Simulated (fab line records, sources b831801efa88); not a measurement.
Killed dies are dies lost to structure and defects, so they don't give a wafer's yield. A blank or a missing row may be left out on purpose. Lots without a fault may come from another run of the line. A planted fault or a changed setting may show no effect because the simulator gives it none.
fab line records | flow gf180mcu
record lots=5 wafers=23
route steps=602 shown CONTACT@287 M1@327 V1@344 M2@366 V2@391
start_h: hours from the record's first day to the start of the lot's first wafer shown | wait_h: hours since the lot's step before | " the same as in the row above | L1.1+2: a row that stands for several wafers | - no value, or no start given | * or withheld: withheld | < > ~ a bound
route shown NAME@n: a module of which the file shows steps, and the number in the route of the first | usual: mean/standard deviation of fault-free wafers | same: alike in all rows | chamber/n: place in a boat | sites: the reading at each site | _std_site: their standard deviation | _edge_site: outer sites' mean less inner sites' | radius_mm: how far each site lies from the wafer's centre | mask NAME#n: copy n | behind: the tool/chamber that last shaped the wafer | hold: why the lot was held/for how many hours/how that ended | device: the transistor (n, p or np) that didn't switch | end of line: the same wafers' tests at the end of the route | a step without rows: its recipe alone | killed: dies lost to structure and defects at the first sort, not the wafer's yield | map: a wafer's dies, x killed, . not, _ none there
set.NAME: the setting as run; set.NAME@STEP: as run at that earlier step | model.NAME: the simulator's own value behind a step, which no gauge read
lots whose settings were changed on purpose; a table a step, a row a wafer
## steps
# step GF_CONTACT_CVD_00
# recipe material=SiO2 target_thk_nm=300 sigma_open_frac=0.3 temp_c=400 time_s=50 sih4_flow_sccm=60 pressure_mtorr=6
# columns lot.wafer tool chamber start_h wait_h set.sih4_flow_sccm model.SiO2_of_CONTACT_CVD_00.thk_nm
L074.1 hdpcvd-01 0 340.79 0.1 60 301
L074.4 " 0 " " 60 297.6
L074.6 " 2 " " 60 295.5
L078.1 hdpcvd-01 0 379.95 0.1 60 301.3
L078.2 " 2 " " 60 294.2
L078.3 " 1 " " 52.88 261.8
L078.4 " 0 " " 52.88 267.5
L078.6 " 1 " " 60 294.6
L079.1 hdpcvd-02 0 392.37 0.1 55.27 277.8
L079.2 " 1 " " 60 296.1
L079.3 " 2 " " 55.27 275.8
L079.5 " 2 " " 60 297.6
L079.6 " 0 " " 55.27 278.7
L082.1 hdpcvd-01 2 424.63 0.1 60 299.6
L082.3 " 0 " " 60 305.3
L082.4 " 0 " " 60 305
L082.5 " 1 " " 60 299.2
L082.6 " 2 " " 60 297.2
L085.1 hdpcvd-01 1 443.63 0.1 53.62 264.6
L085.2 " 2 " " 53.62 261
L085.4 " 1 " " 60 291.5
L085.5 " 2 " " 60 291.6
L085.6 " 0 " " 53.62 266.9
# step GF_CONTACT_THK_MEAS_01
# recipe reads=SiO2_of_CONTACT_CVD_00
# usual CONTACT_CVD_00_THK=299/3.1
# columns lot.wafer tool chamber start_h wait_h set.sih4_flow_sccm@CONTACT_CVD_00 CONTACT_CVD_00_THK[nm]
L074.1 film_metro-04 - 340.83 0.0 60 301
L074.4 " - " " 60 298
L074.6 " - " " 60 296
L078.1 film_metro-04 - 379.99 0.0 60 301
L078.2 " - " " 60 294
L078.3 " - " " 52.88 262
L078.4 " - " " 52.88 268
L078.6 " - " " 60 294
L079.1 film_metro-01 - 392.44 0.0 55.27 278
L079.2 " - " " 60 296
L079.3 " - " " 55.27 276
L079.5 " - " " 60 298
L079.6 " - " " 55.27 279
L082.1 film_metro-03 - 424.67 0.0 60 300
L082.3 " - " " 60 306
L082.4 " - " " 60 305
L082.5 " - " " 60 299
L082.6 " - " " 60 297
L085.1 film_metro-01 - 443.68 0.0 53.62 264
L085.2 " - " " 53.62 261
L085.4 " - " " 60 292
L085.5 " - " " 60 292
L085.6 " - " " 53.62 267
# step GF_CONTACT_CMP_04
# recipe material=SiO2 down_force_psi=4 platen_rpm=60 pad_velocity_m_s=0.94248
# columns lot.wafer tool chamber start_h wait_h set.leave_above_ref_nm model.SiO2_of_CONTACT_CVD_02.thk_nm
L074.1 cmp-01 0 341.02 0.1 560 558.2
L074.4 " 2 " " 560 559.1
L074.6 " 0 " " 560 559
L078.2 cmp-02 0 380.18 0.0 560 560.8
L078.3 " 1 " " 560 559.5
L078.1 " 2 " " 537.8 537.4
L078.4 " 3 " " 537.8 539.1
L078.6 " 1 " " 560 560.3
L079.3 cmp-01 3 392.92 0.3 560 559.8
L079.1 " 0 " " 560 558.5
L079.2 " 1 " " 560 558.6
L079.6 " 2 " " 560 557.9
L079.5 " 3 " " 560 560.6
L082.1 cmp-02 2 424.91 0.1 534.7 534
L082.3 " 3 " " 534.7 535.5
L082.4 " 0 " " 560 559.7
L082.6 " 1 " " 560 559.1
L082.5 " 2 " " 560 560.3
L085.4 cmp-02 0 443.87 0.0 560 561.5
L085.1 " 1 " " 560 560.1
L085.2 " 2 " " 599.5 598.8
L085.5 " 0 " " 599.5 599.2
L085.6 " 1 " " 599.5 599.6
# step GF_CONTACT_PEB_12
# recipe peb_temp_c=135 peb_time_s=90 resist=KrF
# columns lot.wafer tool chamber start_h wait_h set.peb_time_s
L074.1+4+6 litho_track-04 0 - - 90
L078.1+2+3+4+6 litho_track-01 0 - - 90
L079.1+2+3 litho_track-03 0 - - 83.9
L079.5+6 " 0 " " 90
L082.1+3+4+5+6 litho_track-03 0 - - 90
L085.1+4+6 litho_track-01 0 - - 77.56
L085.2+5 " 0 " " 90
# step GF_CONTACT_DEVELOP_13
# recipe develop_time_s=60 resist=KrF dev_temp_c=21
# step GF_CONTACT_ETCH_16
# recipe chemistry=N2/H2 target_depth_a=withheld overetch_a=withheld time_s=withheld target=BARC ion_energy_ev=200 source_w=500 bias_w=100 pressure_mtorr=30 n2_flow_sccm=100 h2_flow_sccm=200
# step GF_CONTACT_ETCH_17
# recipe chemistry=C4F8/O2/Ar mask_material=KrF target=SiO2 stop_on=CoSi2 source_w=1500 bias_w=1200 pressure_mtorr=40 c4f8_flow_sccm=withheld O2_flow_sccm=6 Ar_flow_sccm=300 time_s=withheld target_depth_a=8600
# columns lot.wafer tool chamber start_h wait_h set.sih4_flow_sccm@CONTACT_CVD_00 set.leave_above_ref_nm@CONTACT_CMP_04 model.CONTACT.feature_depth_nm
L074.1 rie_diel-03 0 - - 60 560 859.2
L074.4 " 1 " " 60 560 856.7
L074.6 " 1 " " 60 560 854.6
L078.1 rie_diel-03 0 - - 60 537.8 838.7
L078.2 " 3 " " 60 560 855
L078.3 " 1 " " 52.88 560 821.3
L078.4 " 2 " " 52.88 537.8 806.6
L078.6 " 3 " " 60 560 854.8
L079.1 rie_diel-02 3 - - 55.27 560 836.3
L079.2 " 0 " " 60 560 854.7
L079.3 " 1 " " 55.27 560 835.6
L079.5 " 2 " " 60 560 858.2
L079.6 " 3 " " 55.27 560 836.6
L082.1 rie_diel-04 2 - - 60 534.7 833.7
L082.3 " 3 " " 60 534.7 840.7
L082.4 " 0 " " 60 560 864.7
L082.5 " 3 " " 60 560 859.5
L082.6 " 0 " " 60 560 856.3
L085.1 rie_diel-04 3 - - 53.62 560 824.8
L085.2 " 2 " " 53.62 599.5 859.7
L085.4 " 1 " " 60 560 853
L085.5 " 1 " " 60 599.5 890.8
L085.6 " 2 " " 53.62 599.5 866.5
# step GF_CONTACT_CVD_24
# recipe material=W target_thk_nm=300 time_s=90.339 temp_c=400 pressure_torr=40
# columns lot.wafer tool chamber start_h wait_h set.temp_c model.W_of_CONTACT_CVD_24.thk_nm
L074.1 cvd_w-01 0 364.50 0.0 400 297.6
L074.4 " 0 " " 400 300.9
L074.6 " 1 " " 400 295.3
L078.1 cvd_w-01 0 404.79 0.0 400 295.7
L078.2 " 1 " " 389.6 249.2
L078.3 " 0 " " 400 292.4
L078.4 " 1 " " 389.6 248.4
L078.6 " 1 " " 389.6 249.3
L079.1 cvd_w-02 1 418.84 0.0 406 333.8
L079.2 " 0 " " 400 303.7
L079.3 " 0 " " 400 304.5
L079.5 " 1 " " 406 334.3
L079.6 " 0 " " 400 304.8
L082.1+5 cvd_w-02 0 450.05 0.0 400 305.2
L082.3 " 1 " " 400 301.8
L082.4 " 0 " " 400 303.7
L082.6 " 1 " " 400 301.6
L085.1 cvd_w-01 0 469.01 0.0 400 300.2
L085.2 " 1 " " 400 303.8
L085.4 " 0 " " 408.1 345.4
L085.5 " 1 " " 400 304.1
L085.6 " 0 " " 408.1 345.9
# step GF_CONTACT_RS_MEAS_25
# recipe thk_meas_gauge=four-point-probe reads=W_of_CONTACT_CVD_24+TiN_of_CONTACT_SPUTTER_23+Ti_of_CONTACT_SPUTTER_22
# usual CONTACT_W_RS=0.381/0.004
# columns lot.wafer tool chamber start_h wait_h set.temp_c@CONTACT_CVD_24 CONTACT_W_RS[ohm/sq]
L074.1 film_metro-04 - 364.60 0.1 400 0.387
L074.4 " - " " 400 0.381
L074.6 " - " " 400 0.389
L078.1 film_metro-04 - 404.89 0.1 400 0.389
L078.2 " - " " 389.6 0.461
L078.3 " - " " 400 0.393
L078.4 " - " " 389.6 0.463
L078.6 " - " " 389.6 0.462
L079.1 film_metro-03 - 418.94 0.1 406 0.343
L079.2 " - " " 400 0.378
L079.3 " - " " 400 0.376
L079.5 " - " " 406 0.342
L079.6 " - " " 400 0.376
L082.1 film_metro-03 - 450.15 0.1 400 0.375
L082.3 " - " " 400 0.379
L082.4 " - " " 400 0.377
L082.5 " - " " 400 0.375
L082.6 " - " " 400 0.379
L085.1 film_metro-01 - 469.11 0.1 400 0.382
L085.2 " - " " 400 0.377
L085.4 " - " " 408.1 0.332
L085.5 " - " " 400 0.377
L085.6 " - " " 408.1 0.331
# step GF_CONTACT_THK_MEAS_26
# recipe thk_meas_gauge=xrf reads=W_of_CONTACT_CVD_24
# usual CONTACT_W_THK=293/3.9
# columns lot.wafer tool chamber start_h wait_h set.temp_c@CONTACT_CVD_24 CONTACT_W_THK[nm]
L074.1 film_metro-04 - 364.72 0.1 400 291
L074.4 " - " " 400 295
L074.6 " - " " 400 291
L078.1 film_metro-04 - 405.01 0.1 400 288
L078.2 " - " " 389.6 245
L078.3 " - " " 400 287
L078.4 " - " " 389.6 244
L078.6 " - " " 389.6 245
L079.1 film_metro-03 - 419.06 0.1 406 325
L079.2 " - " " 400 296
L079.3 " - " " 400 294
L079.5 " - " " 406 323
L079.6 " - " " 400 294
L082.1 film_metro-03 - 450.27 0.1 400 295
L082.3 " - " " 400 290
L082.4 " - " " 400 293
L082.5 " - " " 400 294
L082.6 " - " " 400 291
L085.1 film_metro-01 - 469.23 0.1 400 294
L085.2 " - " " 400 297
L085.4 " - " " 408.1 340
L085.5 " - " " 400 298
L085.6 " - " " 408.1 339
# step GF_M1_PEB_12
# recipe peb_temp_c=135 peb_time_s=90 resist=KrF
# columns lot.wafer tool chamber start_h wait_h set.peb_temp_c
L074.1+4+6 litho_track-03 0 - - 135
L078.1+3+4 litho_track-03 0 - - 131.7
L078.2+6 " 0 " " 135
L079.1+3 litho_track-02 0 - - 135
L079.2+5+6 " 0 " " 138.1
L082.1+3+5 litho_track-02 0 - - 135
L082.4+6 " 0 " " 138.9
L085.1+2 litho_track-02 0 - - 136.1
L085.4+5+6 " 0 " " 135
# step GF_M1_DEVELOP_13
# recipe develop_time_s=60 dev_temp_c=21
# step GF_M1_CD_MEAS_14
# recipe target_cd_nm=230
# usual cd_nm=230.4/1.2
# columns lot.wafer tool chamber start_h wait_h set.peb_temp_c@M1_PEB_12 cd_nm
L074.1 cd_sem-02 - 389.58 0.1 135 231.2
L074.4 " - " " 135 231.2
L074.6 " - " " 135 229.5
L078.1 cd_sem-02 - 429.78 0.1 131.7 240.5
L078.2 " - " " 135 230.6
L078.3 " - " " 131.7 240.0
L078.4 " - " " 131.7 240.3
L078.6 " - " " 135 229.4
L079.1 cd_sem-02 - 444.47 0.1 135 232.8
L079.2 " - " " 138.1 224.7
L079.3 " - " " 135 232.4
L079.5 " - " " 138.1 224.3
L079.6 " - " " 138.1 224.0
L082.1 cd_sem-01 - 475.47 0.1 135 229.1
L082.3 " - " " 135 229.1
L082.4 " - " " 138.9 220.8
L082.5 " - " " 135 229.7
L082.6 " - " " 138.9 221.0
L085.1 cd_sem-02 - 493.42 0.1 136.1 228.9
L085.2 " - " " 136.1 230.3
L085.4 " - " " 135 231.5
L085.5 " - " " 135 231.0
L085.6 " - " " 135 230.7
# step GF_M1_METAL_ETCH_16
# recipe chemistry=Cl2/BCl3 mask_material=KrF target_depth_nm=627.5 stop_on=SiO2 pressure_mtorr=8 icp_w=800 bias_w=140 Cl2_flow_sccm=80 bcl3_flow_sccm=40 time_s=104.6
# columns lot.wafer tool chamber start_h wait_h set.bias_w set.peb_temp_c@M1_PEB_12 model.M1.cd_nm
L074.1 rie_metal-02 1 389.73 0.0 140 135 229.4
L074.4 " 1 " " 140 135 230.7
L074.6 " 0 " " 140 135 232.6
L078.1 rie_metal-01 1 429.93 0.0 140 131.7 239.8
L078.2 " 0 " " 140 135 226.8
L078.3 " 1 " " 123.2 131.7 239.4
L078.4 " 0 " " 140 131.7 239.4
L078.6 " 1 " " 123.2 135 229
L079.1 rie_metal-04 1 444.62 0.0 140 135 234.2
L079.2 " 0 " " 140 138.1 225
L079.3 " 0 " " 132.4 135 232.4
L079.5+6 " 1,0 " " 132.4 138.1 224
L082.1 rie_metal-01 1 475.62 0.0 140 135 228.6
L082.3 " 1 " " 140 135 227.4
L082.4 " 1 " " 140 138.9 219
L082.5 " 1 " " 140 135 227.3
L082.6 " 1 " " 140 138.9 216.8
L085.1 rie_metal-04 0 493.57 0.0 140 136.1 230.4
L085.2 " 1 " " 140 136.1 231.8
L085.4 " 0 " " 140 135 231.1
L085.5 " 0 " " 152.9 135 230.5
L085.6 " 1 " " 152.9 135 232.2
# step GF_V1_COAT_09
# recipe resist=KrF spin_rpm=withheld resist_thk_nm=1000
# columns lot.wafer tool chamber start_h wait_h set.resist_thk_nm model.KrF_of_V1_COAT_09.thk_nm
L074.1 litho_track-04 0 - - 1000 999.1
L074.4 " 0 " " 1000 998.5
L074.6 " 0 " " 1000 996.5
L078.1+4 litho_track-04 0 - - 1000 1008
L078.2 " 0 " " 961 966.7
L078.3 " 0 " " 961 965.1
L078.6 " 0 " " 1000 1004
L079.1+5 litho_track-02 0 - - 1054 1057
L079.2+6 " 0 " " 1000 1006
L079.3 " 0 " " 1054 1058
L082.1+3 litho_track-02 0 - - 1000 1004
L082.4 " 0 " " 1000 1005
L082.5 " 0 " " 1000 1001
L082.6 " 0 " " 1000 1002
L085.1 litho_track-03 0 - - 1032 1030
L085.2 " 0 " " 1000 1000
L085.4 " 0 " " 1000 1002
L085.5 " 0 " " 1032 1033
L085.6 " 0 " " 1032 1034
# step GF_V1_DEVELOP_13
# recipe develop_time_s=60 resist=KrF dev_temp_c=21
# columns lot.wafer tool chamber start_h wait_h set.develop_time_s
L074.1+4+6 litho_track-03 0 416.08 0.2 60
L078.1+2+6 litho_track-03 0 454.28 0.2 60
L078.3+4 " 0 " " 54.67
L079.1+6 litho_track-04 0 470.11 0.2 60
L079.2+3+5 " 0 " " 56.76
L082.1+3+4+5+6 litho_track-03 0 500.38 0.2 60
L085.1+4+6 litho_track-03 0 517.52 0.2 60
L085.2+5 " 0 " " 56.31
# step GF_V1_ETCH_16
# recipe chemistry=N2/H2 target_depth_a=withheld overetch_a=withheld time_s=withheld target=BARC ion_energy_ev=200 source_w=500 bias_w=100 pressure_mtorr=30 n2_flow_sccm=100 h2_flow_sccm=200
# step GF_V1_ETCH_17
# recipe chemistry=C4F8/O2/Ar mask_material=KrF target=SiO2 stop_on=TiN source_w=1500 bias_w=1200 pressure_mtorr=40 c4f8_flow_sccm=withheld O2_flow_sccm=6 Ar_flow_sccm=300 time_s=withheld target_depth_a=6300
# step GF_V1_STRIP_18
# recipe chemistry=O2/N2 power_w=1400 pressure_mtorr=1500 platen_temp_c=250 o2_flow_sccm=3000 n2_flow_sccm=300 overash_fraction=0.5
# usual oes_product_au=0.593/0.0048
# columns lot.wafer tool chamber start_h wait_h set.resist_thk_nm@V1_COAT_09 oes_product_au
L074.1 plasma_asher-02 1 416.51 - 1000 0.591
L074.4 " 0 " " 1000 0.588
L074.6 " 0 " " 1000 0.590
L078.1 plasma_asher-04 0 454.71 - 1000 0.597
L078.2 " 1 " " 961 0.582
L078.3 " 0 " " 961 0.576
L078.4 " 1 " " 1000 0.595
L078.6 " 1 " " 1000 0.595
L079.1 plasma_asher-02 1 470.54 - 1054 0.610
L079.2 " 0 " " 1000 0.595
L079.3 " 0 " " 1054 0.621
L079.5 " 0 " " 1054 0.612
L079.6 " 1 " " 1000 0.591
L082.1 plasma_asher-04 0 500.81 - 1000 0.592
L082.3 " 0 " " 1000 0.595
L082.4 " 1 " " 1000 0.593
L082.5 " 0 " " 1000 0.591
L082.6 " 1 " " 1000 0.588
L085.1 plasma_asher-04 1 517.96 - 1032 0.603
L085.2 " 0 " " 1000 0.589
L085.4 " 0 " " 1000 0.596
L085.5 " 1 " " 1032 0.606
L085.6 " 0 " " 1032 0.596
# step GF_V1_SPUTTER_21
# recipe material=Ti target_thk_nm=15 chamber_pressure_pa=5 power_w=2500 substrate_temp_c=200 time_s=80.02
# columns lot.wafer tool chamber start_h wait_h set.time_s model.Ti_of_V1_SPUTTER_21.thk_nm
L074.1 pvd_sputter-03 - 417.05 0.0 80.02 15.33
L074.4 " - " " 80.02 15.26
L074.6 " - " " 80.02 15.4
L078.1 pvd_sputter-04 - 455.24 0.0 80.02 15.01
L078.2 " - " " 80.02 14.89
L078.3 " - " " 80.02 14.81
L078.4 " - " " 80.02 14.98
L078.6 " - " " 80.02 14.77
L079.1 pvd_sputter-01 - 471.09 0.0 89.78 16.77
L079.2 " - " " 89.78 16.92
L079.3 " - " " 80.02 14.82
L079.5 " - " " 89.78 16.84
L079.6 " - " " 80.02 14.89
L082.1 pvd_sputter-01 - 501.69 0.0 71.59 13.46
L082.3 " - " " 80.02 14.81
L082.4 " - " " 80.02 15
L082.5 " - " " 71.59 13.14
L082.6 " - " " 80.02 14.97
L085.1 pvd_sputter-01 - 518.83 0.0 80.02 14.95
L085.2 " - " " 80.02 14.82
L085.4 " - " " 90.06 16.77
L085.5 " - " " 80.02 15.02
L085.6 " - " " 90.06 16.5
# step GF_M2_SPUTTER_04
# recipe material=TiN target_thk_nm=50 power_w=6500 time_s=41.7 chamber_pressure_pa=0.4
# columns lot.wafer tool chamber start_h wait_h set.time_s model.TiN_of_M2_SPUTTER_04.thk_nm
L074.1 pvd_sputter-02 - 417.93 0.0 41.7 49.59
L074.4 " - " " 41.7 49.32
L074.6 " - " " 41.7 49.35
L078.1 pvd_sputter-02 - 456.12 0.0 41.7 49.85
L078.2 " - " " 41.7 49.25
L078.3 " - " " 41.7 49.32
L078.4 " - " " 39.38 46.6
L078.6 " - " " 39.38 46.24
L079.1 pvd_sputter-03 - 471.97 0.0 40.09 47.99
L079.2 " - " " 41.7 50.1
L079.3 " - " " 41.7 49.46
L079.5 " - " " 40.09 47.7
L079.6 " - " " 40.09 47.92
L082.1 pvd_sputter-03 - 502.56 0.0 41.7 49.58
L082.3 " - " " 43.48 51.69
L082.4 " - " " 43.48 51.59
L082.5 " - " " 43.48 52.36
L082.6 " - " " 41.7 49.64
L085.1 pvd_sputter-03 - 519.71 0.0 38.37 45.42
L085.2 " - " " 41.7 49.12
L085.4 " - " " 41.7 49.52
L085.5 " - " " 38.37 45.38
L085.6 " - " " 41.7 49.45
# step GF_M2_PEB_12
# recipe peb_temp_c=135 peb_time_s=90 resist=KrF
# columns lot.wafer tool chamber start_h wait_h set.peb_time_s
L074.1+4+6 litho_track-01 0 - - 90
L078.1+4 litho_track-01 0 - - 90
L078.2+3+6 " 0 " " 82.57
L079.1+2+3+5+6 litho_track-02 0 - - 90
L082.1+4 litho_track-01 0 - - 90
L082.3+5+6 " 0 " " 78.28
L085.1+2 litho_track-02 0 - - 81.1
L085.4+5+6 " 0 " " 90
# step GF_M2_DEVELOP_13
# recipe develop_time_s=60 dev_temp_c=21
# step GF_M2_CD_MEAS_14
# recipe target_cd_nm=280
# usual cd_nm=279.5/0.87
# columns lot.wafer tool chamber start_h wait_h set.peb_time_s@M2_PEB_12 cd_nm
L074.1 cd_sem-02 - 442.83 0.1 90 279.2
L074.4 " - " " 90 279.7
L074.6 " - " " 90 278.4
L078.1 cd_sem-02 - 480.22 0.1 90 280.1
L078.2 " - " " 82.57 281.3
L078.3 " - " " 82.57 281.6
L078.4 " - " " 90 279.2
L078.6 " - " " 82.57 281.7
L079.1 cd_sem-02 - 495.62 0.1 90 278.6
L079.2 " - " " 90 278.1
L079.3 " - " " 90 277.5
L079.5 " - " " 90 278.7
L079.6 " - " " 90 279.5
L082.1 cd_sem-01 - 525.57 0.1 90 279.5
L082.3 " - " " 78.28 281.9
L082.4 " - " " 90 280.3
L082.5 " - " " 78.28 283.6
L082.6 " - " " 78.28 283.0
L085.1 cd_sem-02 - 542.22 0.1 81.1 282.7
L085.2 " - " " 81.1 282.5
L085.4 " - " " 90 280.2
L085.5 " - " " 90 278.8
L085.6 " - " " 90 278.5
# step GF_V2_COAT_09
# recipe resist=KrF spin_rpm=withheld resist_thk_nm=1000
# columns lot.wafer tool chamber start_h wait_h set.resist_thk_nm model.KrF_of_V2_COAT_09.thk_nm
L074.1 litho_track-03 0 - - 1000 999.7
L074.4 " 0 " " 1000 999.1
L074.6 " 0 " " 1000 1002
L078.1+4 litho_track-03 0 - - 1000 999.1
L078.2 " 0 " " 1042 1044
L078.3 " 0 " " 1000 1001
L078.6 " 0 " " 1042 1040
L079.1 litho_track-04 0 - - 1000 999.3
L079.2 " 0 " " 1000 999
L079.3 " 0 " " 1000 1003
L079.5 " 0 " " 947.1 947.5
L079.6 " 0 " " 947.1 950.8
L082.1 litho_track-01 0 - - 1000 999.9
L082.3+5+6 " 0 " " 1000 1001
L082.4 " 0 " " 1000 997.7
L085.1 litho_track-04 0 - - 952.6 954.9
L085.2 " 0 " " 1000 1002
L085.4 " 0 " " 1000 1005
L085.5 " 0 " " 952.6 953.3
L085.6 " 0 " " 952.6 955.7
## key
split step=GF_CONTACT_CVD_00 setting=sih4_flow_sccm stated=60 by=wafer
response step=GF_CONTACT_CVD_00 reading=model.SiO2_of_CONTACT_CVD_00.thk_nm change=+2.61 per=1% r=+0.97
response step=GF_CONTACT_THK_MEAS_01 reading=CONTACT_CVD_00_THK change=+2.6 per=1% r=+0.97
response step=GF_CONTACT_ETCH_17 reading=model.CONTACT.feature_depth_nm slope=+2.64 per=1% together_with=leave_above_ref_nm@CONTACT_CMP_04 explained=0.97
split step=GF_CONTACT_CMP_04 setting=leave_above_ref_nm stated=560 by=wafer
response step=GF_CONTACT_CMP_04 reading=model.SiO2_of_CONTACT_CVD_02.thk_nm change=+5.47 per=1% r=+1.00
response step=GF_CONTACT_ETCH_17 reading=model.CONTACT.feature_depth_nm slope=+5.07 per=1% together_with=sih4_flow_sccm@CONTACT_CVD_00 explained=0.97
split step=GF_CONTACT_PEB_12 setting=peb_time_s stated=90 by=wafer
response none clear
split step=GF_CONTACT_CVD_24 setting=temp_c stated=400 by=wafer
response step=GF_CONTACT_CVD_24 reading=model.W_of_CONTACT_CVD_24.thk_nm change=+19 per=1% r=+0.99
response step=GF_CONTACT_RS_MEAS_25 reading=CONTACT_W_RS change=-0.0252 per=1% r=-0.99
response step=GF_CONTACT_THK_MEAS_26 reading=CONTACT_W_THK change=+18.4 per=1% r=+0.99
split step=GF_M1_PEB_12 setting=peb_temp_c stated=135 by=wafer
response step=GF_M1_CD_MEAS_14 reading=cd_nm change=-3.43 per=1% r=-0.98
response step=GF_M1_METAL_ETCH_16 reading=model.M1.cd_nm change=-3.83 per=1% r=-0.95
split step=GF_M1_METAL_ETCH_16 setting=bias_w stated=140 by=wafer
response none clear
split step=GF_V1_COAT_09 setting=resist_thk_nm stated=1000 by=wafer
response step=GF_V1_COAT_09 reading=model.KrF_of_V1_COAT_09.thk_nm change=+9.83 per=1% r=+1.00
response step=GF_V1_STRIP_18 reading=oes_product_au change=+0.00386 per=1% r=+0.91
split step=GF_V1_DEVELOP_13 setting=develop_time_s stated=60 by=wafer
response none clear
split step=GF_V1_SPUTTER_21 setting=time_s stated=80.02 by=wafer
response step=GF_V1_SPUTTER_21 reading=model.Ti_of_V1_SPUTTER_21.thk_nm change=+0.151 per=1% r=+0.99
split step=GF_M2_SPUTTER_04 setting=time_s stated=41.7 by=wafer
response step=GF_M2_SPUTTER_04 reading=model.TiN_of_M2_SPUTTER_04.thk_nm change=+0.514 per=1% r=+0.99
split step=GF_M2_PEB_12 setting=peb_time_s stated=90 by=wafer
response step=GF_M2_CD_MEAS_14 reading=cd_nm change=-0.26 per=1% r=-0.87
split step=GF_V2_COAT_09 setting=resist_thk_nm stated=1000 by=wafer
response step=GF_V2_COAT_09 reading=model.KrF_of_V2_COAT_09.thk_nm change=+9.97 per=1% r=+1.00
